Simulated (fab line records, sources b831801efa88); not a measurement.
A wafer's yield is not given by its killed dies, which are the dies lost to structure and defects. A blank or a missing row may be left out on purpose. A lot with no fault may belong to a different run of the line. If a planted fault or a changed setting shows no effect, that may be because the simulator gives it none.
fab line records | flow sky130 | part 1 of 2: steps 1 to 27 of 37
record: lots: 5 wafers: 15 lastDay: 49
route steps=708 shown METAL2@496 VIA2@507 METAL3@532
lots that met no fault: taken from a fault-free run of the same line
startH: the number of hours between the record's first day and the start of the first shown wafer of the lot | waitH: hours from the lot's prior step to this one | " identical to the entry in the row above | L1.1+2: a single row standing in for several wafers | - no value present, or no start provided | * or withheld: withheld | < > ~ a bound
route shown NAME@n: NAME is a module with steps in the file, n the number in the route of the first one | usual: average and standard deviation across the fault-free wafers | same: alike in all rows | chamber/n: place in a boat | sites: readings site by site | _std_site: how widely they spread, as a standard deviation | _edge_site: outer sites' mean less inner sites' | radiusMm: for every site, how far away it sits from the centre of the wafer | mask NAME#n: copy n | behind: the last tool/chamber to shape the wafer | hold: why the lot went on hold/how many hours it stayed there/how the hold came to an end | device: the n, p or np transistor that did not switch | end of line: the same wafers' tests at the end of the route | where a step has no rows: the recipe by itself | killed: at the first sort, the dies lost to defects and structure; wafer yield is something else | map: per-die view of a wafer (x killed, . not killed, _ where there is no die)
set.NAME: setting as actually run; set.NAME@STEP: the setting as run at that earlier step | model.NAME: the simulator's own value behind a step, which no gauge read
certain route steps with their lots: each step a table, each wafer a row
services: when a tool's chamber went out of use (startH, in hours from the record's first day, below 0 if earlier), for how many hours, and the reason
== steps ==
step: SKY_METAL2_PEB_13
recipe: pebTempC: withheld pebTimeS: withheld resist: KrF-thick
columns lot.wafer tool chamber startH waitH
L076.3+5+6 lithoTrack-01 0 - -
L078.2+5+6 lithoTrack-04 0 - -
L089.2+3+6 lithoTrack-03 0 - -
L088.3+4+6 lithoTrack-04 0 - -
L091.3+5+6 lithoTrack-03 0 - -
step: SKY_METAL2_DEVELOP_14
recipe: developTimeS: 60 resist: KrF-thick devTempC: 21
columns lot.wafer tool chamber startH waitH
L076.3+5+6 lithoTrack-01 0 - -
L078.2+5+6 lithoTrack-04 0 - -
L089.2+3+6 lithoTrack-03 0 - -
L088.3+4+6 lithoTrack-04 0 - -
L091.3+5+6 lithoTrack-03 0 - -
step: SKY_METAL2_CD_MEAS_15
recipe: targetCdNm: 140
usual: cdNm: 139.4/1.5
columns lot.wafer tool chamber startH waitH cdNm
L076.3 cdSem-01 - 837.88 - 141.1
L076.5 " - " " 141.1
L076.6 " - " " 141.7
L078.2 cdSem-02 - 866.33 - 140.1
L078.5 " - " " 138.8
L078.6 " - " " 139.4
L089.2 cdSem-01 - 927.18 - 137.5
L089.3 " - " " 138.1
L089.6 " - " " 137.6
L088.3 cdSem-02 - 931.55 - 139.5
L088.4 " - " " 139.1
L088.6 " - " " 140.4
L091.3 cdSem-02 - 948.25 - 140.7
L091.5 " - " " 139.7
L091.6 " - " " 139.8
step: SKY_METAL2_OVL_MEAS_16
usual: METAL2_OVL: -2/7
columns lot.wafer tool chamber startH waitH METAL2_OVL[nm]
L076.3 overlay-01 - 837.97 0.1 15
L076.5 " - " " 13
L076.6 " - " " 8
L078.2 overlay-02 - 866.44 0.1 -1
L078.5 " - " " 1
L078.6 " - " " -3
L089.2 overlay-01 - 927.29 0.1 -6
L089.3 " - " " 0
L089.6 " - " " -4
L088.3 overlay-01 - 931.65 0.1 1
L088.4 " - " " 1
L088.6 " - " " 3
L091.3 overlay-02 - 948.34 0.1 3
L091.5 " - " " 5
L091.6 " - " " 7
step: SKY_METAL2_DESCUM_17
recipe: chemistry: O2 sourcePowerW: 150 biasPowerW: 0 pressureMtorr: 10 tempC: 40 timeS: 8
usual: drypumpMotorCurrentA: 5.7/0.32 oesProductAu: 0.995/0.011
columns lot.wafer tool chamber startH waitH drypumpMotorCurrentA oesProductAu rfHoursCounterH
L076.3 rieMetal-03 1 838.00 0.0 6.0 0.993 -
L076.5 " 1 " " 6.0 0.995 -
L076.6 " 0 " " 5.9 1.002 -
L078.2 rieMetal-03 0 866.47 0.0 5.9 1.003 17
L078.5 " 0 " " 5.9 1.004 -
L078.6 " 1 " " 6.0 0.990 -
L089.2 rieMetal-01 1 927.33 0.0 5.3 0.988 -
L089.3 " 1 " " 5.3 0.994 -
L089.6 " 1 " " 5.2 0.992 -
L088.3 rieMetal-03 1 931.68 0.0 6.0 0.987 -
L088.4 " 0 " " 5.9 1.001 -
L088.6 " 1 " " 6.0 0.996 -
L091.3 rieMetal-01 0 948.38 0.0 5.8 0.985 -
L091.5 " 1 " " 5.3 0.990 -
L091.6 " 0 " " 5.8 0.991 -
step: SKY_METAL2_ETCH_18
recipe: chemistry: N2/H2 target: BARC ionEnergyEv: 200 biasW: 100 pressureMtorr: 30 n2FlowSccm: 100 h2FlowSccm: 200 icpW: 500 stopOn: SiO2 timeS: 45.9 targetDepthA: 600
usual: drypumpMotorCurrentA: 5.7/0.32 n2FlowSccm: 100.0/0.31 oesProductAu: 0.855/0.0048 throttleValvePct: 13.226/0.0098
columns lot.wafer tool chamber startH waitH drypumpMotorCurrentA n2FlowSccm oesProductAu rfHoursCounterH throttleValvePct
L076.3 rieMetal-03 1 838.04 0.0 6.0 99.9 0.856 - 13.241
L076.5 " 1 " " 6.0 100.2 0.857 - 13.219
L076.6 " 0 " " 5.9 99.7 0.855 - 13.229
L078.2 rieMetal-03 0 866.50 0.0 5.8 100.0 0.853 17 13.228
L078.5 " 0 " " 5.9 100.0 0.857 - 13.223
L078.6 " 1 " " 6.0 100.3 0.853 - 13.231
L089.2 rieMetal-01 1 927.40 0.1 5.3 99.7 0.850 - 13.217
L089.3 " 1 " " 5.3 99.2 0.855 - 13.212
L089.6 " 1 " " 5.3 99.7 0.861 - 13.226
L088.3 rieMetal-03 1 931.72 0.0 6.0 99.7 0.857 - 13.236
L088.4 " 0 " " 5.9 100.0 0.853 - 13.227
L088.6 " 1 " " 6.0 99.9 0.860 - 13.226
L091.3 rieMetal-01 0 948.42 0.0 5.8 100.3 0.849 - 13.233
L091.5 " 1 " " 5.3 100.3 0.859 - 13.215
L091.6 " 0 " " 5.8 100.0 0.857 - 13.233
step: SKY_METAL2_METAL_ETCH_19
recipe: targetDepthA: 3600 stopOn: SiO2 overEtchFrac: 0.3 timeS: 78 chemistry: Cl2/BCl3 resistSidewallDeg: 88 pressureMtorr: 10 icpW: 900 biasW: 48.5 Cl2_flow_sccm: 60 bcl3FlowSccm: 30
usual: drypumpMotorCurrentA: 5.7/0.32 oesProductAu: 0.855/0.0055 throttleValvePct: 22.265/0.0085
columns lot.wafer tool chamber startH waitH drypumpMotorCurrentA oesProductAu rfHoursCounterH throttleValvePct
L076.3 rieMetal-03 1 838.12 0.1 6.0 0.856 - 22.261
L076.5 " 1 " " 6.0 0.853 - 22.264
L076.6 " 0 " " 5.9 0.854 - 22.268
L078.2 rieMetal-03 0 866.57 0.0 5.9 0.864 17 22.268
L078.5 " 0 " " 5.9 0.851 - 22.264
L078.6 " 1 " " 6.0 0.850 - 22.260
L089.2 rieMetal-01 1 927.54 0.1 5.3 0.857 - 22.269
L089.3 " 1 " " 5.3 0.862 - 22.272
L089.6 " 1 " " 5.3 0.867 - 22.267
L088.3 rieMetal-03 1 931.80 0.1 6.0 0.855 - 22.277
L088.4 " 0 " " 5.9 0.847 - 22.267
L088.6 " 1 " " 6.0 0.849 - 22.253
L091.3 rieMetal-01 0 948.49 0.1 5.8 0.847 - 22.274
L091.5 " 1 " " 5.3 0.851 - 22.276
L091.6 " 0 " " 5.8 0.853 - 22.270
step: SKY_METAL2_STRIP_20
recipe: chemistry: O2/N2 powerW: 1400 pressureMtorr: 1500 platenTempC: withheld o2FlowSccm: 3000 n2FlowSccm: 300 overashFraction: 0.5
usual: drypumpMotorCurrentA: 5.8/0.33 n2FlowSccm: 300.0/0.94 oesProductAu: 0.344/0.0048 stripTimeToEndpointS: 2.73/0.049
columns lot.wafer tool chamber startH waitH drypumpMotorCurrentA n2FlowSccm oesProductAu rfHoursCounterH stripTimeToEndpointS
L076.3 plasmaAsher-01 0 838.21 0.1 5.7 299.7 0.344 - 2.74
L076.5 " 1 " " 6.2 299.8 0.345 - 2.74
L076.6 " 0 " " 5.7 299.0 0.340 - 2.71
L078.2 plasmaAsher-02 1 866.66 0.1 5.4 299.1 0.345 43 2.70
L078.5 " 0 " " 6.2 299.2 0.344 - 2.69
L078.6 " 1 " " 5.5 300.4 0.344 - 2.75
L089.2 plasmaAsher-01 1 927.69 0.1 6.1 299.8 0.341 18 2.70
L089.3 " 1 " " 6.1 300.3 0.341 - 2.74
L089.6 " 1 " " 6.2 300.6 0.344 - 2.74
L088.3 plasmaAsher-01 0 931.89 0.1 5.7 299.0 0.343 - 2.74
L088.4 " 1 " " 6.1 298.4 0.337 - 2.68
L088.6 " 0 " " 5.7 299.6 0.348 - 2.76
L091.3 plasmaAsher-01 1 948.58 0.1 6.1 300.9 0.348 - 2.74
L091.5 " 0 " " 5.7 299.9 0.350 - 2.82
L091.6 " 1 " " 6.1 299.5 0.346 - 2.77
step: SKY_METAL2_STRIP_21
recipe: chemistry: postEtchResidueRemover timeS: 1200 tempC: 72.5
usual: bathHeatDutyPct: 14.4/1.3
columns lot.wafer tool chamber startH waitH bathHeatDutyPct
L076.3 wetBench-01 0 838.28 0.0 14.2
L076.5 " 0 " " 12.9
L076.6 " 0 " " 14.2
L078.2 wetBench-01 2 866.76 0.1 14.8
L078.5 " 2 " " 15.4
L078.6 " 2 " " 16.2
L089.2 wetBench-01 2 927.79 0.1 15.3
L089.3 " 2 " " 15.4
L089.6 " 2 " " 14.5
L088.3 wetBench-03 3 931.96 0.0 15.3
L088.4 " 3 " " 16.3
L088.6 " 3 " " 13.0
L091.3 wetBench-02 2 948.65 0.0 14.6
L091.5 " 2 " " 14.5
L091.6 " 2 " " 13.8
step: SKY_METAL2_CLEAN_22
recipe: chemistry: IPA timeS: 180 tempC: 25
usual: bathHeatDutyPct: 6.0/0.67
columns lot.wafer tool chamber startH waitH bathHeatDutyPct
L076.3 wetBench-03 3 838.62 0.0 5.4
L076.5 " 3 " " 6.5
L076.6 " 3 " " 6.2
L078.2 wetBench-02 1 867.13 0.0 5.1
L078.5 " 1 " " 5.1
L078.6 " 1 " " 6.4
L089.2 wetBench-02 1 928.13 0.0 5.5
L089.3 " 1 " " 5.4
L089.6 " 1 " " 5.7
L088.3 wetBench-01 3 932.30 0.0 5.4
L088.4 " 3 " " 4.3
L088.6 " 3 " " 5.2
L091.3 wetBench-03 0 948.99 0.0 5.0
L091.5 " 0 " " 5.8
L091.6 " 0 " " 5.1
step: SKY_METAL2_CLEAN_23
recipe: chemistry: O3/DIW dry: n2Spin
columns lot.wafer tool chamber startH waitH
L076.3+5+6 wetBench-01 2 838.68 0.0
L078.2+5+6 wetBench-03 2 867.19 0.0
L089.2+3+6 wetBench-03 2 928.19 0.0
L088.3+4+6 wetBench-02 1 932.36 0.0
L091.3+5+6 wetBench-02 3 949.06 0.0
step: SKY_VIA2_HDPCVD_00
recipe: material: SiO2 targetThkNm: 1180 sigmaOpenFrac: 0.3 timeS: 196.7 tempC: 400 sih4FlowSccm: 60 pressureMtorr: 6
columns lot.wafer tool chamber startH waitH
L076.3+5+6 hdpcvd-02 1,2,1 838.77 0.0
L078.2+5+6 hdpcvd-01 0,0,2 867.28 0.0
L089.2+3+6 hdpcvd-01 0,2,0 928.29 0.0
L088.3+4+6 hdpcvd-01 0,2,0 932.45 0.0
L091.3+5+6 hdpcvd-02 2,1,2 949.15 0.0
step: SKY_VIA2_THK_MEAS_01
recipe: reads: SiO2_of_VIA2_HDPCVD_00
usual: VIA2_HDPCVD_THK: 1184/14
columns lot.wafer tool chamber startH waitH VIA2_HDPCVD_THK[nm]
L076.3 filmMetro-04 - 838.91 0.1 1176
L076.5 " - " " 1183
L076.6 " - " " 1185
L078.2 filmMetro-04 - 867.41 0.1 1199
L078.5 " - " " 1191
L078.6 " - " " 1196
L089.2 filmMetro-03 - 928.42 0.1 1195
L089.3 " - " " 1195
L089.6 " - " " 1189
L088.3 filmMetro-03 - 932.59 0.1 1197
L088.4 " - " " 1188
L088.6 " - " " 1186
L091.3 filmMetro-03 - 949.29 0.1 1160
L091.5 " - " " 1197
L091.6 " - " " 1157
step: SKY_VIA2_CMP_02
recipe: material: SiO2 downForcePsi: 4 platenRpm: 60 padVelocityMS: 0.94248
usual: motorCurrentA: 12.1/1.1 retainingRingPressureFrac: 1.000/0.0057
columns lot.wafer tool chamber startH waitH motorCurrentA retainingRingPressureFrac
L076.3 cmp-02 3 838.95 0.0 11.8 0.998
L076.5 " 3 " " 12.4 0.997
L076.6 " 0 " " 10.8 1.001
L078.2 cmp-02 3 867.51 0.1 12.3 0.999
L078.6 " 2 " " 12.9 0.990
L078.5 " 3 " " 12.1 0.995
L089.3 cmp-02 2 928.52 0.1 13.2 1.000
L089.2 " 3 " " 12.4 1.006
L089.6 " 2 " " 13.0 1.004
L088.4 cmp-01 0 932.63 0.0 13.4 0.984
L088.3 " 2 " " 11.9 1.002
L088.6 " 1 " " 11.2 1.002
L091.3 cmp-02 1 949.43 0.1 13.8 0.998
L091.6 " 3 " " 11.4 0.992
L091.5 " 0 " " 12.1 1.008
step: SKY_VIA2_BOW_MEAS_03
recipe: mode: bow
usual: VIA2_BOW: 86/7.5
columns lot.wafer tool chamber startH waitH VIA2_BOW[um]
L076.3 filmMetro-03 - 839.29 0.3 89
L076.5 " - " " 88
L076.6 " - " " 73
L078.2 filmMetro-02 - 867.78 0.2 91
L078.5 " - " " 88
L078.6 " - " " 101
L089.2 filmMetro-02 - 928.79 0.2 91
L089.3 " - " " 81
L089.6 " - " " 75
L088.3 filmMetro-02 - 932.97 0.2 87
L088.4 " - " " 84
L088.6 " - " " 82
L091.3 filmMetro-03 - 949.67 0.2 88
L091.5 " - " " 94
L091.6 " - " " 91
step: SKY_VIA2_DEHYDRATE_04
recipe: tempC: 200 timeS: 60
columns lot.wafer tool chamber startH waitH
L076.3+5+6 lithoTrack-03 0 850.86 11.5
L078.2+5+6 lithoTrack-03 0 879.23 11.4
L089.2+3+6 lithoTrack-02 0 941.13 12.3
L088.3+4+6 lithoTrack-03 0 945.41 12.4
L091.3+5+6 lithoTrack-03 0 960.81 11.1
step: SKY_VIA2_HMDS_05
recipe: primeTimeS: 60 primeTempC: 120
columns lot.wafer tool chamber startH waitH
L076.3+5+6 lithoTrack-03 0 851.01 0.1
L078.2+5+6 lithoTrack-03 0 879.38 0.1
L089.2+3+6 lithoTrack-02 0 941.28 0.1
L088.3+4+6 lithoTrack-03 0 945.56 0.1
L091.3+5+6 lithoTrack-03 0 960.96 0.1
step: SKY_VIA2_COAT_06
recipe: resist: BARC tempC: withheld timeS: withheld spinRpm: 3000 resistThkNm: 60
columns lot.wafer tool chamber startH waitH
L076.3+5+6 lithoTrack-03 0 851.16 0.1
L078.2+5+6 lithoTrack-03 0 879.53 0.1
L089.2+3+6 lithoTrack-02 0 941.43 0.1
L088.3+4+6 lithoTrack-03 0 945.71 0.1
L091.3+5+6 lithoTrack-03 0 961.11 0.1
step: SKY_VIA2_COAT_07
recipe: resist: KrF-thick spinRpm: 3000 resistThkNm: 450
columns lot.wafer tool chamber startH waitH
L076.3+5+6 lithoTrack-03 0 - -
L078.2+5+6 lithoTrack-03 0 - -
L089.2+3+6 lithoTrack-02 0 - -
L088.3+4+6 lithoTrack-03 0 - -
L091.3+5+6 lithoTrack-03 0 - -
step: SKY_VIA2_SOFTBAKE_08
recipe: tempC: 100 timeS: 90 resist: KrF-thick
columns lot.wafer tool chamber startH waitH
L076.3+5+6 lithoTrack-03 0 - -
L078.2+5+6 lithoTrack-03 0 - -
L089.2+3+6 lithoTrack-02 0 - -
L088.3+4+6 lithoTrack-03 0 - -
L091.3+5+6 lithoTrack-03 0 - -
step: SKY_VIA2_EXPOSE_09
recipe: maskId: VIM2 na: 0.8 sourceShape: annular sigmaInner: 0.55 sigmaOuter: 0.85 targetCdNm: 200 doseMj: 38
usual: reticleTempC: 22.99/0.1
columns lot.wafer tool chamber startH waitH mask reticleTempC
L076.3 krfScanner-02 0 - - VIM2#0 22.96
L076.5 " 0 " " VIM2#0 22.99
L076.6 " 0 " " VIM2#0 22.99
L078.2 krfScanner-01 0 - - VIM2#0 23.05
L078.5 " 0 " " VIM2#0 22.87
L078.6 " 0 " " VIM2#0 23.10
L089.2 krfScanner-02 0 - - VIM2#0 23.09
L089.3 " 0 " " VIM2#0 23.27
L089.6 " 0 " " VIM2#0 23.16
L088.3 krfScanner-01 0 - - VIM2#0 22.99
L088.4 " 0 " " VIM2#0 23.00
L088.6 " 0 " " VIM2#0 23.07
L091.3 krfScanner-02 0 - - VIM2#0 22.96
L091.5 " 0 " " VIM2#0 22.98
L091.6 " 0 " " VIM2#0 22.85
step: SKY_VIA2_PEB_10
recipe: pebTempC: withheld pebTimeS: withheld resist: KrF-thick
columns lot.wafer tool chamber startH waitH
L076.3+5+6 lithoTrack-03 0 - -
L078.2+5+6 lithoTrack-02 0 - -
L089.2+3+6 lithoTrack-04 0 - -
L088.3+4+6 lithoTrack-04 0 - -
L091.3+5+6 lithoTrack-03 0 - -
step: SKY_VIA2_DEVELOP_11
recipe: developTimeS: 60 resist: KrF-thick devTempC: 21
columns lot.wafer tool chamber startH waitH
L076.3+5+6 lithoTrack-03 0 - -
L078.2+5+6 lithoTrack-02 0 - -
L089.2+3+6 lithoTrack-04 0 - -
L088.3+4+6 lithoTrack-04 0 - -
L091.3+5+6 lithoTrack-03 0 - -
step: SKY_VIA2_CD_MEAS_12
recipe: targetCdNm: 200
usual: cdNm: 199.7/1.5
columns lot.wafer tool chamber startH waitH cdNm
L076.3 cdSem-01 - 865.10 - 198.3
L076.5 " - " " 197.9
L076.6 " - " " 198.1
L078.2 cdSem-02 - 892.97 - 199.4
L078.5 " - " " 200.1
L078.6 " - " " 200.0
L089.2 cdSem-02 - 952.78 - 199.8
L089.3 " - " " 198.8
L089.6 " - " " 200.5
L088.3 cdSem-02 - 957.35 - 199.3
L088.4 " - " " 198.9
L088.6 " - " " 199.9
L091.3 cdSem-02 - 973.20 - 196.1
L091.5 " - " " 198.0
L091.6 " - " " 196.8
step: SKY_VIA2_OVL_MEAS_13
usual: VIA2_OVL: 0/4.9
columns lot.wafer tool chamber startH waitH VIA2_OVL[nm]
L076.3 overlay-01 - 865.19 0.1 -2
L076.5 " - " " 7
L076.6 " - " " 2
L078.2 overlay-01 - 893.08 0.1 -5
L078.5 " - " " -8
L078.6 " - " " -5
L089.2 overlay-02 - 952.89 0.1 -4
L089.3 " - " " 1
L089.6 " - " " 4
L088.3 overlay-02 - 957.45 0.1 7
L088.4 " - " " 5
L088.6 " - " " 4
L091.3 overlay-02 - 973.29 0.1 -2
L091.5 " - " " -2
L091.6 " - " " 6
step: SKY_VIA2_ETCH_14
recipe: chemistry: N2/H2 target: BARC ionEnergyEv: 200 sourceW: 500 biasW: 100 pressureMtorr: 30 n2FlowSccm: 100 h2FlowSccm: 200 stopOn: SiO2 timeS: 45.9 targetDepthA: 600
usual: drypumpMotorCurrentA: 6.1/0.33 n2FlowSccm: 100.0/0.31 oesProductAu: 0.855/0.0046 throttleValvePct: 13.226/0.0091
columns lot.wafer tool chamber startH waitH drypumpMotorCurrentA n2FlowSccm oesProductAu rfHoursCounterH throttleValvePct
L076.3 rieDiel-03 0 865.22 0.0 5.9 99.6 0.853 15 13.225
L076.5 " 3 " " 6.3 100.4 0.854 - 13.213
L076.6 " 2 " " 6.3 99.3 0.857 - 13.228
L078.2 rieDiel-04 2 893.11 0.0 6.4 100.1 0.851 10 13.224
L078.5 " 0 " " 5.6 99.8 0.858 - 13.234
L078.6 " 2 " " 6.4 100.0 0.851 - 13.225
L089.2 rieDiel-04 2 952.92 0.0 6.3 100.3 0.856 12 13.232
L089.3 " 3 " " 6.6 100.3 0.844 6 13.232
L089.6 " 1 " " 5.6 100.0 0.848 - 13.235
L088.3 rieDiel-03 1 957.47 0.0 6.2 99.9 0.845 29 13.232
L088.4 " 2 " " 6.3 99.8 0.854 16 13.226
L088.6 " 2 " " 6.3 99.8 0.851 - 13.232
L091.3 rieDiel-04 3 973.32 0.0 6.5 100.2 0.855 7 13.236
L091.5 " 0 " " 5.6 100.6 0.854 - 13.227
L091.6 " 1 " " 5.7 100.0 0.850 - 13.220
step: SKY_VIA2_ETCH_15
recipe: target: SiO2 chemistry: C4F8/O2/Ar targetDepthNm: 546 stopOn: TiN maskMaterial: KrF-thick sourceW: 1500 biasW: 1200 pressureMtorr: 40 c4f8FlowSccm: withheld O2_flow_sccm: 6 Ar_flow_sccm: 300 timeS: 84
usual: oesProductAu: 0.940/0.0046
columns lot.wafer tool chamber startH waitH oesProductAu rfHoursCounterH
L076.3 rieDiel-03 0 865.26 0.0 0.935 15
L076.5 " 3 " " 0.941 -
L076.6 " 2 " " 0.943 -
L078.2 rieDiel-04 2 893.15 0.0 0.943 10
L078.5 " 0 " " 0.942 -
L078.6 " 2 " " 0.945 -
L089.2 rieDiel-04 2 952.96 0.0 0.954 12
L089.3 " 3 " " 0.929 6
L089.6 " 1 " " 0.938 -
L088.3 rieDiel-03 1 957.51 0.0 0.947 29
L088.4 " 2 " " 0.943 16
L088.6 " 2 " " 0.942 -
L091.3 rieDiel-04 3 973.36 0.0 0.930 7
L091.5 " 0 " " 0.937 -
L091.6 " 1 " " 0.934 -
